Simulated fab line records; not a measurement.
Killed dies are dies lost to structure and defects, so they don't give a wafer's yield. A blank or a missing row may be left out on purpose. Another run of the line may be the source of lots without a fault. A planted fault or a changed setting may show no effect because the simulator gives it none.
Matching of chambers + flow sky130 + 4 sister chambers for SKY_VIA2_ETCH_15 on rie-diel-03
The step etches SiO2 in C4F8/O2/Ar, stops on TiN, target depth 546 nm, time 84 s. 4 wafers are shown with their chamber, then 10 later ones without.

## EACH WAFER AND ITS CHAMBER
| wafer  | chamber | oes-product-au (a.u.) |
|--------|---------|-----------------------|
| L086.3 | 3       | 0.935                 |
| L086.5 | 1       | 0.937                 |
| L091.2 | 0       | 0.937                 |
| L091.4 | 2       | 0.940                 |

## WAFERS WITHOUT THEIR CHAMBER
| wafer  | oes-product-au (a.u.) |
|--------|-----------------------|
| L091.5 | 0.939                 |
| L094.1 | 0.934                 |
| L094.2 | 0.944                 |
| L094.6 | 0.943                 |
| L095.1 | 0.939                 |
| L095.2 | 0.938                 |
| L095.3 | 0.939                 |
| L096.3 | 0.938                 |
| L096.4 | 0.944                 |
| L096.5 | 0.932                 |

## EACH ONE'S CHAMBER
| wafer  | from the rows above               | in truth |
|--------|-----------------------------------|----------|
| L091.5 | can't be placed: 2 or 0 or 1 or 3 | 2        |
| L094.1 | can't be placed: 3 or 0 or 1      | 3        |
| L094.2 | can't be placed: 2 or 0 or 1      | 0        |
| L094.6 | can't be placed: 2 or 0 or 1      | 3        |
| L095.1 | can't be placed: 2 or 0 or 1 or 3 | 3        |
| L095.2 | can't be placed: 0 or 1 or 2 or 3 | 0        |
| L095.3 | can't be placed: 2 or 0 or 1 or 3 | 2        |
| L096.3 | can't be placed: 0 or 1 or 2 or 3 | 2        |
| L096.4 | can't be placed: 2 or 0 or 1      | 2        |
| L096.5 | can't be placed: 3 or 0 or 1      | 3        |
Correctly placed: 0 of 10. From these rows, 10 cannot be placed; in 9 the true chamber is one of the candidates. 0 placed wrongly.
How it was worked out, from the rows above alone: a wafer's distance from a chamber is the root of the sum, over the readings, of the square of ((its reading less the chamber's mean) divided by the reading's scatter). If the next closest chamber is less than 2 further off than the closest, the wafer can't be placed; otherwise it belongs to the closest. A chamber's mean is the mean of its shown wafers. The scatter (one wafer shown for each chamber): square how far every hidden wafer sits from the nearest shown wafer, average those squares and take the square root.
